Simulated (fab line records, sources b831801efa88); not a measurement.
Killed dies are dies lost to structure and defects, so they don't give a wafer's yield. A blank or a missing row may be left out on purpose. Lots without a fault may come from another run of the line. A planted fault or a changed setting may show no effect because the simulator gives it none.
fab line records | flow gf180mcu
record lots=24 wafers=72 last_day=34
route steps=602 shown POLY_GATE@175 M2@364 V3@444 TOP_METAL@572
lots that met no fault: from a run of the same line without faults
start_h: hours from the record's first day to the start of the lot's first wafer shown | wait_h: hours since the lot's step before | " the same as in the row above | L1.1+2: a row that stands for several wafers | - no value, or no start given | * or withheld: withheld | < > ~ a bound
route shown NAME@n: a module of which the file shows steps, and the number in the route of the first | usual: mean/standard deviation of fault-free wafers | same: alike in all rows | chamber/n: place in a boat | sites: the reading at each site | _std_site: their standard deviation | _edge_site: outer sites' mean less inner sites' | radius_mm: how far each site lies from the wafer's centre | mask NAME#n: copy n | behind: the tool/chamber that last shaped the wafer | hold: why the lot was held/for how many hours/how that ended | device: the transistor (n, p or np) that didn't switch | end of line: the same wafers' tests at the end of the route | a step without rows: its recipe alone | killed: dies lost to structure and defects at the first sort, not the wafer's yield | map: a wafer's dies, x killed, . not, _ none there
set.NAME: the setting as run; set.NAME@STEP: as run at that earlier step | model.NAME: the simulator's own value behind a step, which no gauge read
steps of the route over a sample of lots; a table a step, a row a wafer
services: from which hour (start_h, from the record's first day; less than 0 if before it) a tool's chamber was out of use, for how many hours, and why
## steps
# step GF_POLY_GATE_CD_MEAS_18
# usual cd_nm=280.1/1.8
# columns lot.wafer tool chamber start_h wait_h cd_nm
L074.2 cd_sem-02 - 205.46 0.1 279.9
L074.3 " - " " 278.4
L074.5 " - " " 281.5
L075.1 cd_sem-02 - 213.90 0.1 278.3
L075.2 " - " " 278.9
L075.3 " - " " 280.4
L076.1 cd_sem-02 - 216.34 0.1 282.2
L076.3 " - " " 284.1
L076.6 " - " " 282.7
L077.2 cd_sem-01 - 226.31 0.1 279.4
L077.5 " - " " 279.6
L077.6 " - " " 280.0
L078.2 cd_sem-01 - 230.46 0.1 279.6
L078.3 " - " " 277.6
L078.6 " - " " 279.0
L079.3 cd_sem-02 - 238.61 0.1 279.0
L079.5 " - " " 276.0
L079.6 " - " " 277.1
L080.3 cd_sem-01 - 241.70 0.1 281.4
L080.4 " - " " 281.0
L080.6 " - " " 281.8
L081.3 cd_sem-01 - 245.74 0.1 278.2
L081.4 " - " " 279.6
L081.6 " - " " 280.5
L082.3 cd_sem-02 - 259.14 0.1 282.0
L082.4 " - " " 280.9
L082.6 " - " " 282.0
L083.1 cd_sem-02 - 264.71 0.1 281.1
L083.2 " - " " 283.7
L083.3 " - " " 281.2
L084.1 cd_sem-02 - 267.95 0.1 280.5
L084.3 " - " " 279.1
L084.4 " - " " 277.2
L085.1 cd_sem-02 - 277.98 0.1 277.2
L085.5 " - " " 278.5
L085.6 " - " " 279.0
L086.1 cd_sem-02 - 283.44 0.1 279.3
L086.3 " - " " 283.2
L086.5 " - " " 282.1
L087.2 cd_sem-01 - 292.40 0.1 282.5
L087.4 " - " " 282.6
L087.5 " - " " 280.9
L088.3 cd_sem-02 - 298.35 0.1 282.8
L088.4 " - " " 280.1
L088.6 " - " " 281.7
L089.2 cd_sem-02 - 303.99 0.1 282.4
L089.4 " - " " 281.8
L089.5 " - " " 279.6
L090.1 cd_sem-01 - 311.30 0.1 279.1
L090.3 " - " " 277.8
L090.4 " - " " 280.9
L091.1 cd_sem-01 - 318.68 0.1 278.5
L091.4 " - " " 278.8
L091.5 " - " " 279.2
L092.4 cd_sem-02 - 326.27 0.1 277.3
L092.5 " - " " 280.6
L092.6 " - " " 277.1
L093.2 cd_sem-01 - 337.81 0.1 280.5
L093.3 " - " " 276.9
L093.6 " - " " 279.0
L094.4 cd_sem-02 - 340.71 0.1 280.4
L094.5 " - " " 279.6
L094.6 " - " " 280.3
L095.1 cd_sem-02 - 347.78 0.1 278.0
L095.3 " - " " 280.6
L095.6 " - " " 280.8
L096.1 cd_sem-01 - 355.18 0.1 277.6
L096.3 " - " " 280.1
L096.4 " - " " 280.3
L097.1 cd_sem-02 - 363.64 0.1 280.3
L097.2 " - " " 277.8
L097.5 " - " " 280.3
# step GF_M2_SPUTTER_02
# recipe material=AlCu target_thk_nm=450 power_w=10600 time_s=23.9 chamber_pressure_pa=0.4
# usual throttle_valve_pct=29.9/0.53
# columns lot.wafer tool chamber start_h wait_h throttle_valve_pct
L074.2 pvd_sputter-04 - 421.54 0.0 29.6
L074.3 " - " " 29.7
L074.5 " - " " 29.5
L075.1 pvd_sputter-04 - 432.71 0.0 29.8
L075.2 " - " " 31.2
L075.3 " - " " 30.1
L076.1 pvd_sputter-04 - 436.18 0.0 29.6
L076.3 " - " " 30.2
L076.6 " - " " 30.1
L077.2 pvd_sputter-04 - 448.82 0.0 31.0
L077.5 " - " " 31.1
L077.6 " - " " 29.5
L078.2 pvd_sputter-04 - 454.40 0.0 29.8
L078.3 " - " " 30.0
L078.6 " - " " 29.6
L079.3 pvd_sputter-04 - 464.61 0.0 29.8
L079.5 " - " " 31.1
L079.6 " - " " 29.7
L080.3 pvd_sputter-01 - 471.55 0.0 29.7
L080.4 " - " " 29.9
L080.6 " - " " 30.1
L081.3 pvd_sputter-04 - 477.19 0.0 29.5
L081.4 " - " " 29.5
L081.6 " - " " 29.5
L082.3 pvd_sputter-01 - 492.12 0.0 29.7
L082.4 " - " " 29.5
L082.6 " - " " 29.4
L083.1 pvd_sputter-04 - 499.42 0.0 29.6
L083.2 " - " " 30.0
L083.3 " - " " 31.2
L084.1 pvd_sputter-02 - 504.47 0.0 29.4
L084.3 " - " " 29.6
L084.4 " - " " 29.7
L085.1 pvd_sputter-02 - 516.66 0.0 30.6
L085.5 " - " " 30.3
L085.6 " - " " 29.4
L086.1 pvd_sputter-04 - 520.64 0.0 31.0
L086.3 " - " " 29.7
L086.5 " - " " 30.1
L087.2 pvd_sputter-04 - 532.07 0.0 31.0
L087.4 " - " " 30.1
L087.5 " - " " 31.1
L088.3 pvd_sputter-02 - 540.06 0.0 31.1
L088.4 " - " " 29.7
L088.6 " - " " 29.3
L089.2 pvd_sputter-04 - 544.13 0.0 31.1
L089.4 " - " " 30.0
L089.5 " - " " 30.2
L090.1 pvd_sputter-01 - 552.85 0.0 29.6
L090.3 " - " " 30.1
L090.4 " - " " 29.5
L091.1 pvd_sputter-01 - 562.55 0.0 29.6
L091.4 " - " " 30.5
L091.5 " - " " 29.6
L092.4 pvd_sputter-01 - 567.66 0.0 30.1
L092.5 " - " " 30.0
L092.6 " - " " 29.4
L093.2 pvd_sputter-02 - 579.26 0.0 29.7
L093.3 " - " " 30.8
L093.6 " - " " 29.2
L094.4 pvd_sputter-01 - 583.67 0.0 29.5
L094.5 " - " " 29.8
L094.6 " - " " 29.2
L095.1 pvd_sputter-01 - 589.87 0.0 30.1
L095.3 " - " " 30.1
L095.6 " - " " 29.5
L096.1 pvd_sputter-01 - 597.14 0.0 30.2
L096.3 " - " " 30.0
L096.4 " - " " 29.6
L097.1 pvd_sputter-01 - 605.92 0.0 30.0
L097.2 " - " " 29.6
L097.5 " - " " 29.4
# step GF_M2_METAL_ETCH_16
# recipe chemistry=Cl2/BCl3 mask_material=KrF target_depth_nm=627.5 stop_on=SiO2 pressure_mtorr=8 icp_w=800 bias_w=140 Cl2_flow_sccm=80 bcl3_flow_sccm=40 time_s=104.6
# usual drypump_motor_current_A=5.6/0.42 oes_product_au=0.970/0.007 throttle_valve_pct=28.252/0.011
# columns lot.wafer tool chamber start_h wait_h drypump_motor_current_A oes_product_au rf_hours_counter_h throttle_valve_pct
L074.2 rie_metal-02 0 445.91 0.0 5.7 0.964 8.1 28.244
L074.3 " 1 " " 5.6 0.958 - 28.278
L074.5 " 1 " " 5.6 0.967 - 28.268
L075.1 rie_metal-03 0 458.11 0.0 5.6 0.969 8.8 28.269
L075.2 " 1 " " 4.9 0.969 11.5 28.258
L075.3 " 0 " " 5.7 0.975 - 28.255
L076.1 rie_metal-03 1 461.23 0.0 5.0 0.969 11.6 28.246
L076.3 " 0 " " 5.7 0.967 - 28.261
L076.6 " 0 " " 5.7 0.967 - 28.244
L077.2 rie_metal-03 0 473.13 0.0 5.7 0.970 9.2 28.238
L077.5 " 1 " " 5.0 0.972 - 28.257
L077.6 " 0 " " 5.6 0.970 - 28.253
L078.2 rie_metal-03 1 478.37 0.0 4.9 0.967 12.0 28.257
L078.3 " 0 " " 5.7 0.980 - 28.237
L078.6 " 1 " " 5.0 0.974 - 28.266
L079.3 rie_metal-01 0 489.09 0.1 5.4 0.959 - 28.260
L079.5 " 0 " " 5.4 0.969 - 28.258
L079.6 " 1 " " 6.3 0.964 - 28.257
L080.3 rie_metal-01 0 495.85 0.1 5.4 0.963 - 28.238
L080.4 " 1 " " 6.4 0.961 - 28.259
L080.6 " 1 " " 6.3 0.969 - 28.271
L081.3 rie_metal-01 0 501.46 0.1 5.3 0.982 - 28.247
L081.4 " 1 " " 6.3 0.962 - 28.256
L081.6 " 1 " " 6.3 0.972 - 28.241
L082.3 rie_metal-01 0 515.91 0.1 5.4 0.969 - 28.251
L082.4 " 1 " " 6.4 0.953 - 28.251
L082.6 " 0 " " 5.4 0.962 - 28.273
L083.1 rie_metal-02 1 522.96 0.0 5.6 0.965 7.2 28.251
L083.2 " 1 " " 5.6 0.979 - 28.252
L083.3 " 1 " " 5.6 0.961 - 28.252
L084.1 rie_metal-03 1 527.98 0.0 5.0 0.965 0.7 28.258
L084.3 " 1 " " 5.0 0.973 - 28.242
L084.4 " 0 " " 5.7 0.965 - 28.252
L085.1 rie_metal-02 0 540.41 0.0 5.6 0.975 9.6 28.254
L085.5 " 0 " " 5.6 0.970 - 28.252
L085.6 " 1 " " 5.6 0.963 - 28.264
L086.1 rie_metal-03 1 544.01 0.0 4.9 0.967 1.1 28.272
L086.3 " 1 " " 4.9 0.959 - 28.264
L086.5 " 1 " " 4.9 0.970 - 28.250
L087.2 rie_metal-02 1 555.16 0.0 5.6 0.963 8.7 28.268
L087.4 " 1 " " 5.6 0.962 - 28.263
L087.5 " 0 " " 5.6 0.968 - 28.268
L088.3 rie_metal-01 1 562.44 0.1 6.3 0.977 - 28.259
L088.4 " 0 " " 5.3 0.979 - 28.240
L088.6 " 0 " " 5.3 0.977 - 28.259
L089.2 rie_metal-02 1 566.46 0.0 5.6 0.965 9.2 28.255
L089.4 " 1 " " 5.6 0.971 - 28.260
L089.5 " 1 " " 5.6 0.971 - 28.248
L090.1 rie_metal-02 0 575.11 0.0 5.7 0.970 10.6 28.245
L090.3 " 1 " " 5.6 0.974 - 28.263
L090.4 " 0 " " 5.6 0.963 - 28.262
L091.1 rie_metal-01 1 584.47 0.0 6.4 0.979 8.0 28.233
L091.4 " 0 " " 5.3 0.983 - 28.237
L091.5 " 1 " " 6.4 0.969 - 28.241
L092.4 rie_metal-01 0 589.84 0.0 5.4 0.981 - 28.252
L092.5 " 1 " " 6.3 0.975 - 28.254
L092.6 " 0 " " 5.4 0.967 - 28.253
L093.2 rie_metal-01 0 601.06 0.0 5.4 0.984 9.2 28.240
L093.3 " 1 " " 6.3 0.982 - 28.247
L093.6 " 0 " " 5.3 0.979 - 28.237
L094.4 rie_metal-02 0 605.43 0.0 5.7 0.958 - 28.250
L094.5 " 1 " " 5.6 0.970 - 28.231
L094.6 " 0 " " 5.6 0.964 - 28.250
L095.1 rie_metal-03 1 610.91 0.0 5.0 0.977 3.7 28.238
L095.3 " 1 " " 4.9 0.979 - 28.240
L095.6 " 1 " " 5.0 0.982 - 28.231
L096.1 rie_metal-02 1 618.10 0.0 5.6 0.981 10.6 28.229
L096.3 " 1 " " 5.6 0.979 - 28.242
L096.4 " 0 " " 5.6 0.970 - 28.245
L097.1 rie_metal-03 0 626.65 0.0 5.7 0.974 0.2 28.261
L097.2 " 1 " " 4.9 0.981 4.1 28.246
L097.5 " 1 " " 4.9 0.969 - 28.274
# step GF_V3_OVL_MEAS_15
# usual V3_OVL=-4/5.3
# columns lot.wafer tool chamber start_h wait_h V3_OVL[nm]
L074.2 overlay-01 - 522.15 0.1 -10
L074.3 " - " " -13
L074.5 " - " " -12
L075.1 overlay-02 - 533.72 0.1 -7
L075.2 " - " " -3
L075.3 " - " " 1
L076.1 overlay-01 - 538.19 0.1 -10
L076.3 " - " " -1
L076.6 " - " " -7
L077.2 overlay-02 - 548.08 0.1 1
L077.5 " - " " -10
L077.6 " - " " -1
L078.2 overlay-01 - 553.65 0.1 -4
L078.3 " - " " -6
L078.6 " - " " -8
L079.3 overlay-01 - 563.63 0.1 -7
L079.5 " - " " -4
L079.6 " - " " -10
L080.3 overlay-01 - 569.21 0.1 2
L080.4 " - " " 4
L080.6 " - " " 2
L081.3 overlay-02 - 573.10 0.1 -8
L081.4 " - " " -9
L081.6 " - " " -5
L082.3 overlay-02 - 588.00 0.1 -7
L082.4 " - " " -5
L082.6 " - " " -8
L083.1 overlay-02 - 593.54 0.1 0
L083.2 " - " " -6
L083.3 " - " " -6
L084.1 overlay-02 - 597.94 0.1 -11
L084.3 " - " " -5
L084.4 " - " " -6
L085.1 overlay-01 - 609.44 0.1 -4
L085.5 " - " " -6
L085.6 " - " " -7
L086.1 overlay-02 - 613.29 0.1 -4
L086.3 " - " " -2
L086.5 " - " " -12
L087.2 overlay-02 - 624.69 0.1 -7
L087.4 " - " " 0
L087.5 " - " " 1
L088.3 overlay-02 - 631.21 0.1 -17
L088.4 " - " " -16
L088.6 " - " " -11
L089.2 overlay-02 - 634.25 0.1 -2
L089.4 " - " " 2
L089.5 " - " " 3
L090.1 overlay-01 - 641.97 0.1 -9
L090.3 " - " " -10
L090.4 " - " " -13
L091.1 overlay-02 - 650.89 0.1 3
L091.4 " - " " -4
L091.5 " - " " 4
L092.4 overlay-01 - 654.71 0.1 0
L092.5 " - " " -3
L092.6 " - " " -1
L093.2 overlay-01 - 666.32 0.1 -2
L093.3 " - " " -2
L093.6 " - " " -5
L094.4 overlay-01 - 670.26 0.1 7
L094.5 " - " " 2
L094.6 " - " " 5
L095.1 overlay-01 - 675.84 0.1 -10
L095.3 " - " " -8
L095.6 " - " " -4
L096.1 overlay-02 - 682.87 0.1 -1
L096.3 " - " " -3
L096.4 " - " " 4
L097.1 overlay-01 - 689.92 0.1 4
L097.2 " - " " 0
L097.5 " - " " 4
# step GF_V3_CMP_26
# recipe stop_on=SiO2 down_force_psi=3.5 platen_rpm=60 t_overpolish_s=15 target_thk_nm=0 pad_velocity_m_s=0.94248
# usual motor_current_A=11.0/0.71 overpolish_run_s=14.999/0.01 time_to_endpoint_s=86/3.6
# same t_overpolish_s=15
# columns lot.wafer tool chamber start_h wait_h motor_current_A overpolish_run_s time_to_endpoint_s
L074.2 cmp-02 1 523.23 0.0 12.0 15.003 87
L074.3 " 3 " " 10.5 15.007 81
L074.5 " 2 " " 11.4 14.992 90
L075.1 cmp-01 3 534.89 0.1 11.5 15.000 87
L075.3 " 0 " " 10.1 14.998 83
L075.2 " 1 " " 11.1 14.997 80
L076.1 cmp-02 0 539.32 0.1 10.9 14.998 86
L076.3 " 3 " " 10.6 15.020 80
L076.6 " 0 " " 10.2 14.999 87
L077.2 cmp-01 0 549.22 0.1 10.1 15.004 81
L077.6 " 3 " " 11.9 15.009 86
L077.5 " 0 " " 10.3 14.999 83
L078.2 cmp-02 2 554.77 0.0 11.3 15.010 92
L078.3 " 3 " " 10.6 14.990 85
L078.6 " 2 " " 11.0 15.014 90
L079.3 cmp-01 2 564.87 0.2 12.8 15.000 85
L079.6 " 3 " " 11.6 14.997 88
L079.5 " 0 " " 10.0 14.990 82
L080.3 cmp-02 1 570.30 0.0 11.7 14.994 82
L080.4 " 3 " " 10.6 14.986 84
L080.6 " 2 " " 10.7 14.987 90
L081.4 cmp-02 0 574.25 0.1 10.8 14.996 86
L081.3 " 2 " " 11.6 15.004 88
L081.6 " 0 " " 10.4 14.997 87
L082.4 cmp-01 1 589.16 0.1 10.6 15.012 81
L082.3 " 2 " " 11.7 15.004 79
L082.6 " 0 " " 9.5 15.004 83
L083.2 cmp-02 2 594.64 0.0 11.0 15.002 90
L083.3 " 0 " " 10.3 14.992 85
L083.1 " 1 " " 12.0 15.023 84
L084.1 cmp-01 1 599.09 0.1 10.8 15.005 85
L084.4 " 2 " " 12.7 14.990 83
L084.3 " 3 " " 11.5 14.999 86
L085.1 cmp-02 0 610.54 0.1 10.4 15.002 87
L085.6 " 0 " " 10.7 15.006 87
L085.5 " 1 " " 11.1 15.009 84
L086.3 cmp-02 3 614.46 0.1 10.8 14.994 82
L086.1 " 0 " " 10.7 14.982 86
L086.5 " 3 " " 10.5 14.986 83
L087.2 cmp-01 3 625.81 0.0 11.9 15.006 88
L087.4 " 1 " " 10.8 14.994 80
L087.5 " 3 " " 10.7 14.992 88
L088.3 cmp-02 0 632.39 0.1 10.3 15.009 88
L088.4 " 1 " " 11.7 15.006 89
L088.6 " 3 " " 10.5 15.002 85
L089.4 cmp-02 0 635.34 0.0 10.9 14.988 86
L089.2 " 1 " " 11.3 14.986 85
L089.5 " 1 " " 11.8 15.000 87
L090.3 cmp-02 2 643.07 0.0 10.7 14.994 90
L090.4 " 3 " " 11.0 14.995 81
L090.1 " 0 " " 10.2 14.981 86
L091.1 cmp-02 3 651.99 0.1 10.7 14.999 83
L091.4 " 2 " " 11.5 15.009 88
L091.5 " 0 " " 10.3 14.994 87
L092.4 cmp-02 2 655.94 0.2 11.1 14.997 94
L092.6 " 3 " " 10.4 14.984 84
L092.5 " 0 " " 9.9 14.993 89
L093.2 cmp-01 2 667.50 0.0 12.3 15.001 86
L093.3 " 0 " " 9.8 14.975 85
L093.6 " 2 " " 12.7 15.017 86
L094.4 cmp-02 3 671.48 0.2 11.1 14.993 80
L094.5 " 0 " " 10.4 14.989 84
L094.6 " 1 " " 11.9 15.008 83
L095.3 cmp-02 0 677.01 0.1 10.3 15.002 88
L095.1 " 2 " " 11.2 15.013 90
L095.6 " 0 " " 10.6 14.997 90
L096.3 cmp-02 2 683.99 0.0 10.7 14.995 94
L096.4 " 3 " " 10.4 15.007 88
L096.1 " 1 " " 11.3 14.994 91
L097.2 cmp-01 2 691.06 0.1 12.6 14.986 82
L097.1 " 3 " " 11.7 14.983 90
L097.5 " 2 " " 12.0 14.985 81
# step GF_TOP_METAL_RS_MEAS_05
# recipe thk_meas_gauge=four-point-probe reads=TiN_of_TOP_METAL_SPUTTER_04+Ti_of_TOP_METAL_SPUTTER_03+AlCu_of_TOP_METAL_SPUTTER_02+TiN_of_TOP_METAL_SPUTTER_01+Ti_of_TOP_METAL_SPUTTER_00
# usual TOP_METAL_ALCU_RS=0.0329/0.00034
# columns lot.wafer tool chamber start_h wait_h TOP_METAL_ALCU_RS[ohm/sq]
L074.2 film_metro-03 - 638.90 0.0 0.0329
L074.3 " - " " 0.0329
L074.5 " - " " 0.0327
L075.1 film_metro-03 - 648.76 0.0 0.0322
L075.2 " - " " 0.0328
L075.3 " - " " 0.0327
L076.1 film_metro-01 - 652.12 0.0 0.0331
L076.3 " - " " 0.0334
L076.6 " - " " 0.0331
L077.2 film_metro-03 - 660.74 0.0 0.0327
L077.5 " - " " 0.0325
L077.6 " - " " 0.0328
L078.2 film_metro-02 - 665.46 0.0 0.0325
L078.3 " - " " 0.0330
L078.6 " - " " 0.0328
L079.3 film_metro-01 - 673.97 0.1 0.0326
L079.5 " - " " 0.0325
L079.6 " - " " 0.0326
L080.3 film_metro-03 - 679.39 0.1 0.0333
L080.4 " - " " 0.0329
L080.6 " - " " 0.0329
L081.3 film_metro-02 - 684.45 0.1 0.0328
L081.4 " - " " 0.0328
L081.6 " - " " 0.0328
L082.3 film_metro-01 - 695.10 0.1 0.0328
L082.4 " - " " 0.0324
L082.6 " - " " 0.0335
L083.1 film_metro-03 - 701.29 0.0 0.0334
L083.2 " - " " 0.0328
L083.3 " - " " 0.0327
L084.1 film_metro-02 - 706.64 0.0 0.0332
L084.3 " - " " 0.0329
L084.4 " - " " 0.0325
L085.1 film_metro-01 - 715.60 0.0 0.0330
L085.5 " - " " 0.0331
L085.6 " - " " 0.0328
L086.1 film_metro-03 - 718.75 0.0 0.0325
L086.3 " - " " 0.0329
L086.5 " - " " 0.0333
L087.2 film_metro-03 - 730.02 0.0 0.0334
L087.4 " - " " 0.0330
L087.5 " - " " 0.0336
L088.3 film_metro-02 - 734.91 0.1 0.0330
L088.4 " - " " 0.0334
L088.6 " - " " 0.0338
L089.2 film_metro-01 - 737.32 0.0 0.0329
L089.4 " - " " 0.0330
L089.5 " - " " 0.0328
L090.1 film_metro-01 - 743.47 0.0 0.0333
L090.3 " - " " 0.0326
L090.4 " - " " 0.0329
L091.1 film_metro-01 - 751.56 0.0 0.0328
L091.4 " - " " 0.0331
L091.5 " - " " 0.0329
L092.4 film_metro-03 - 753.14 0.1 0.0328
L092.5 " - " " 0.0331
L092.6 " - " " 0.0329
L093.2 film_metro-02 - 765.02 0.0 0.0325
L093.3 " - " " 0.0330
L093.6 " - " " 0.0330
L094.4 film_metro-03 - 766.84 0.1 0.0327
L094.5 " - " " 0.0330
L094.6 " - " " 0.0327
L095.1 film_metro-02 - 772.30 0.0 0.0329
L095.3 " - " " 0.0329
L095.6 " - " " 0.0326
L096.1 film_metro-01 - 777.41 0.0 0.0326
L096.3 " - " " 0.0326
L096.4 " - " " 0.0325
L097.1 film_metro-02 - 783.02 0.0 0.0331
L097.2 " - " " 0.0333
L097.5 " - " " 0.0336
## services
# columns tool chamber start_h hours kind
pvd_sputter-04 - 403.89 3.6 repair
cmp-02 - 404.00 4.0 pm
pvd_sputter-04 - 412.99 4.1 repair
rie_metal-03 - 413.30 1.4 pm
rie_metal-03 - 436.28 0.6 repair
cmp-01 - 438.18 3.4 pm
rie_metal-02 - 450.60 1.4 pm
cmp-01 - 458.61 1.6 repair
cmp-02 - 460.99 3.2 repair
rie_metal-02 1 466.00 4.0 repair
cmp-01 - 467.61 1.4 repair
cmp-01 - 474.59 0.4 repair
rie_metal-02 - 486.67 2.8 pm
pvd_sputter-01 - 493.40 5.9 repair
cmp-01 - 501.15 16.3 pm
rie_metal-02 0 502.13 37.9 repair
cmp-01 - 517.41 4.2 pm
pvd_sputter-01 - 524.12 5.0 repair
cmp-01 - 525.32 0.4 repair
rie_metal-03 1 529.84 2.2 repair
cmp-01 - 542.90 0.3 repair
cmp-01 - 572.28 4.0 pm
pvd_sputter-04 - 572.64 8.5 repair
cmp-02 - 611.90 1.1 repair
## key
fault none
